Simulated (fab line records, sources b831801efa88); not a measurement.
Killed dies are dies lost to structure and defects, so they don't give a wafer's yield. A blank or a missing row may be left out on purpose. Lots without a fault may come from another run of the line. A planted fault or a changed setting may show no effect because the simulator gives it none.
fab line records | flow sky130
record lots=14 wafers=42 last_day=50
route steps=708 shown DNWELL@44 VT_ADJUST_HVTR@140 SONOS_TUNNEL@161 SONOS_ONO@169
lots that met no fault: from a run of the same line without faults
start_h: hours from the record's first day to the start of the lot's first wafer shown | wait_h: hours since the lot's step before | " the same as in the row above | L1.1+2: a row that stands for several wafers | - no value, or no start given | * or withheld: withheld | < > ~ a bound
route shown NAME@n: a module of which the file shows steps, and the number in the route of the first | usual: mean/standard deviation of fault-free wafers | same: alike in all rows | chamber/n: place in a boat | sites: the reading at each site | _std_site: their standard deviation | _edge_site: outer sites' mean less inner sites' | radius_mm: how far each site lies from the wafer's centre | mask NAME#n: copy n | behind: the tool/chamber that last shaped the wafer | hold: why the lot was held/for how many hours/how that ended | device: the transistor (n, p or np) that didn't switch | end of line: the same wafers' tests at the end of the route | a step without rows: its recipe alone | killed: dies lost to structure and defects at the first sort, not the wafer's yield | map: a wafer's dies, x killed, . not, _ none there
set.NAME: the setting as run; set.NAME@STEP: as run at that earlier step | model.NAME: the simulator's own value behind a step, which no gauge read
steps of the route over a sample of lots; a table a step, a row a wafer
services: from which hour (start_h, from the record's first day; less than 0 if before it) a tool's chamber was out of use, for how many hours, and why
## steps
# step SKY_DNWELL_TW_MEAS_09
# usual DNWELL_TW=1118/8.2
# columns lot.wafer tool chamber start_h wait_h DNWELL_TW
L727.1 film_metro-02 - 50.68 0.1 1125
L727.2 " - " " 1133
L727.6 " - " " 1129
L728.2 film_metro-03 - 57.72 0.1 1116
L728.3 " - " " 1121
L728.6 " - " " 1127
L729.2 film_metro-04 - 64.19 0.1 1109
L729.3 " - " " 1102
L729.4 " - " " 1102
L731.1 film_metro-04 - 72.23 0.1 1130
L731.3 " - " " 1132
L731.5 " - " " 1132
L732.1 film_metro-02 - 77.61 0.1 1116
L732.4 " - " " 1113
L732.6 " - " " 1111
L733.1 film_metro-04 - 82.82 0.1 1126
L733.3 " - " " 1120
L733.6 " - " " 1117
L735.2 film_metro-02 - 96.04 0.1 1112
L735.4 " - " " 1102
L735.5 " - " " 1103
L736.1 film_metro-03 - 104.46 0.1 1121
L736.2 " - " " 1120
L736.6 " - " " 1129
L738.1 film_metro-02 - 113.26 0.1 1104
L738.4 " - " " 1108
L738.5 " - " " 1104
L739.1 film_metro-02 - 119.87 0.1 1102
L739.3 " - " " 1104
L739.6 " - " " 1106
L741.1 film_metro-04 - 133.46 0.1 1116
L741.2 " - " " 1121
L741.6 " - " " 1127
L746.1 film_metro-04 - 156.96 0.1 1125
L746.2 " - " " 1121
L746.3 " - " " 1120
L748.1 film_metro-03 - 173.17 0.1 1111
L748.2 " - " " 1120
L748.6 " - " " 1120
L750.3 film_metro-02 - 184.18 0.1 1118
L750.4 " - " " 1110
L750.5 " - " " 1117
# step SKY_VT_ADJUST_HVTR_IMPLANT_09
# recipe species=B energy_kev=10 dose_cm2=2.1e+12 tilt_deg=withheld
# usual beam_energy_keV=10.001/0.0034 beam_on_s=10.03/0.2
# columns lot.wafer tool chamber start_h wait_h beam_energy_keV beam_on_s
L727.1 implanter-01 0 200.50 0.0 10.003 9.84
L727.2 " 0 " " 10.001 9.80
L727.6 " 0 " " 10.003 10.17
L728.2 implanter-03 0 210.71 0.0 10.003 9.98
L728.3 " 0 " " 10.001 10.11
L728.6 " 0 " " 9.999 10.02
L729.2 implanter-03 0 219.41 0.0 10.001 9.73
L729.3 " 0 " " 10.001 10.16
L729.4 " 0 " " 10.001 9.77
L731.1 implanter-01 0 229.83 0.0 10.005 9.74
L731.3 " 0 " " 10.002 10.18
L731.5 " 0 " " 10.002 10.21
L732.1 implanter-01 0 242.93 0.0 9.997 9.83
L732.4 " 0 " " 9.997 9.77
L732.6 " 0 " " 10.001 10.24
L733.1 implanter-03 0 244.44 0.0 9.999 10.15
L733.3 " 0 " " 9.997 9.84
L733.6 " 0 " " 10.001 10.05
L735.2 implanter-02 0 269.40 0.0 10.000 10.32
L735.4 " 0 " " 10.003 9.91
L735.5 " 0 " " 10.000 9.94
L736.1 implanter-02 0 272.83 0.0 10.002 10.20
L736.2 " 0 " " 9.997 10.28
L736.6 " 0 " " 9.999 9.93
L738.1 implanter-02 - 293.78 0.0 - -
L738.4 " - " " - -
L738.5 " - " " - -
L739.1 implanter-03 - 295.93 0.0 - -
L739.3 " - " " - -
L739.6 " - " " - -
L741.1 implanter-02 0 313.93 0.0 10.003 9.90
L741.2 " 0 " " 10.003 9.95
L741.6 " 0 " " 10.000 9.98
L746.1 implanter-02 0 348.39 0.0 10.002 10.06
L746.2 " 0 " " 10.000 10.08
L746.3 " 0 " " 9.998 10.22
L748.1 implanter-03 0 370.79 0.0 9.995 10.12
L748.2 " 0 " " 10.001 9.91
L748.6 " 0 " " 9.993 10.32
L750.3 implanter-02 0 387.48 0.1 10.000 10.06
L750.4 " 0 " " 10.004 10.17
L750.5 " 0 " " 10.002 10.12
# step SKY_VT_ADJUST_HVTR_TW_MEAS_11
# usual VT_ADJUST_HVTR_TW=211.9/1.2
# columns lot.wafer tool chamber start_h wait_h VT_ADJUST_HVTR_TW
L727.1 film_metro-04 - 200.75 0.1 211.4
L727.2 " - " " 212.5
L727.6 " - " " 213.0
L728.2 film_metro-04 - 210.95 0.1 212.2
L728.3 " - " " 213.2
L728.6 " - " " 211.5
L729.2 film_metro-03 - 219.65 0.1 211.8
L729.3 " - " " 212.2
L729.4 " - " " 212.4
L731.1 film_metro-04 - 230.08 0.1 212.5
L731.3 " - " " 214.1
L731.5 " - " " 214.1
L732.1 film_metro-02 - 243.18 0.1 209.9
L732.4 " - " " 208.8
L732.6 " - " " 209.2
L733.1 film_metro-03 - 244.69 0.1 212.6
L733.3 " - " " 212.0
L733.6 " - " " 212.3
L735.2 film_metro-03 - 269.64 0.1 211.4
L735.4 " - " " 211.7
L735.5 " - " " 211.9
L736.1 film_metro-02 - 273.08 0.1 211.9
L736.2 " - " " 211.3
L736.6 " - " " 211.0
L738.1 film_metro-03 - 294.03 0.1 30.2
L738.4 " - " " 30.1
L738.5 " - " " 30.0
L739.1 film_metro-04 - 296.18 0.1 30.2
L739.3 " - " " 30.1
L739.6 " - " " 30.2
L741.1 film_metro-04 - 314.18 0.1 212.7
L741.2 " - " " 211.4
L741.6 " - " " 211.9
L746.1 film_metro-04 - 348.64 0.1 212.8
L746.2 " - " " 213.2
L746.3 " - " " 212.5
L748.1 film_metro-03 - 371.04 0.1 210.9
L748.2 " - " " 211.1
L748.6 " - " " 210.7
L750.3 film_metro-03 - 387.70 0.1 212.4
L750.4 " - " " 211.8
L750.5 " - " " 212.7
# step SKY_SONOS_TUNNEL_CD_MEAS_07
# recipe target_cd_nm=410
# usual cd_nm=410.7/1.9
# columns lot.wafer tool chamber start_h wait_h cd_nm
L727.1 cd_sem-02 - 245.82 0.1 412.1
L727.2 " - " " 410.0
L727.6 " - " " 410.3
L728.2 cd_sem-02 - 257.39 0.1 411.9
L728.3 " - " " 412.4
L728.6 " - " " 413.2
L729.2 cd_sem-02 - 266.68 0.1 415.4
L729.3 " - " " 411.4
L729.4 " - " " 412.8
L731.1 cd_sem-01 - 278.62 0.1 407.6
L731.3 " - " " 408.9
L731.5 " - " " 411.3
L732.1 cd_sem-02 - 293.02 0.1 410.6
L732.4 " - " " 410.4
L732.6 " - " " 412.8
L733.1 cd_sem-02 - 295.12 0.1 410.9
L733.3 " - " " 410.9
L733.6 " - " " 411.5
L735.2 cd_sem-01 - 321.14 0.1 410.2
L735.4 " - " " 411.6
L735.5 " - " " 409.4
L736.1 cd_sem-01 - 323.46 0.1 408.1
L736.2 " - " " 408.6
L736.6 " - " " 410.0
L741.1 cd_sem-02 - 369.82 0.1 409.9
L741.2 " - " " 409.7
L741.6 " - " " 412.2
L746.1 cd_sem-01 - 404.67 0.1 412.7
L746.2 " - " " 413.9
L746.3 " - " " 415.1
L748.1 cd_sem-01 - 429.02 0.1 412.3
L748.2 " - " " 413.5
L748.6 " - " " 411.1
L750.3 cd_sem-01 - 447.21 0.1 410.9
L750.4 " - " " 412.0
L750.5 " - " " 412.7
# step SKY_SONOS_ONO_THK_MEAS_01
# recipe reads=SiO2_of_SONOS_ONO_OXIDATION_00
# usual SONOS_ONO_OXIDATION_THK=2.61/0.055
# columns lot.wafer tool chamber start_h wait_h SONOS_ONO_OXIDATION_THK[nm]
L727.1 film_metro-03 - 248.22 0.0 2.52
L727.2 " - " " 2.52
L727.6 " - " " 2.54
L728.2 film_metro-03 - 259.37 0.0 2.49
L728.3 " - " " 2.46
L728.6 " - " " 2.55
L729.2 film_metro-01 - 268.66 0.0 2.64
L729.3 " - " " 2.59
L729.4 " - " " 2.62
L731.1 film_metro-03 - 280.87 0.0 2.61
L731.3 " - " " 2.65
L731.5 " - " " 2.57
L732.1 film_metro-03 - 296.17 0.0 2.69
L732.4 " - " " 2.68
L732.6 " - " " 2.65
L733.1 film_metro-02 - 298.07 0.0 2.58
L733.3 " - " " 2.65
L733.6 " - " " 2.57
L735.2 film_metro-01 - 323.21 0.0 2.62
L735.4 " - " " 2.61
L735.5 " - " " 2.55
L736.1 film_metro-03 - 325.63 0.0 2.56
L736.2 " - " " 2.53
L736.6 " - " " 2.49
L741.1 film_metro-03 - 373.81 0.0 2.67
L741.2 " - " " 2.58
L741.6 " - " " 2.61
L746.1 film_metro-03 - 407.65 0.0 2.64
L746.2 " - " " 2.60
L746.3 " - " " 2.62
L748.1 film_metro-02 - 431.24 0.0 2.66
L748.2 " - " " 2.72
L748.6 " - " " 2.61
L750.3 film_metro-01 - 449.33 0.0 2.60
L750.4 " - " " 2.64
L750.5 " - " " 2.63
## services
# columns tool chamber start_h hours kind
implanter-02 - 208.79 6.6 repair
implanter-03 - 213.38 4.4 pm
implanter-02 - 229.00 9.7 repair
implanter-02 - 239.78 6.4 pm
implanter-01 - 256.39 4.1 repair
implanter-01 - 275.12 4.1 pm
implanter-02 - 285.37 3.9 repair
implanter-02 - 290.62 2.5 repair
implanter-03 - 297.83 5.2 repair
implanter-02 - 308.24 2.5 repair
implanter-03 - 319.19 0.5 repair
implanter-03 - 344.60 18.7 repair
implanter-02 - 348.98 4.0 repair
implanter-01 - 375.54 2.7 pm
## key
first_sign step=SKY_VT_ADJUST_HVTR_IMPLANT_09 reading=tool_record direction=missing
effect step=SKY_VT_ADJUST_HVTR_TW_MEAS_11 reading=VT_ADJUST_HVTR_TW direction=down sigmas=99+ usual=211.9 struck=30.1
met_at SKY_VT_ADJUST_HVTR_IMPLANT_09
struck_lots L738,L739
later_rows_left_out L738.1,L738.4,L738.5,L739.1,L739.3,L739.6
sort_left_out L738.1,L738.4,L738.5,L739.1,L739.3,L739.6
tester_left_out L738,L739
not_acting_at SKY_DNWELL_TW_MEAS_09,SKY_SONOS_TUNNEL_CD_MEAS_07,SKY_SONOS_ONO_THK_MEAS_01
onset_between 272.83 293.78
fault kind=skipped_step_whole tool=implanter-02,implanter-03 chamber=- onset_h=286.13 steps=SKY_VT_ADJUST_HVTR_IMPLANT_09 scope=struck_lots_only
# tester_left_out: of these lots the tester's yield and bins aren't shown, on N5 and GAA mostly nor the transistor test; their killed dies are dies lost to structure and defects alone, not to doping, threshold or leakage, so they don't give the yield
# sort_left_out: the simulated sort isn't trusted on such a fault, so these wafers' sort isn't shown, and their yield isn't known
# later_rows_left_out: the simulator's readings of these wafers behind a module that went badly wrong aren't trusted and aren't shown, but for the sort
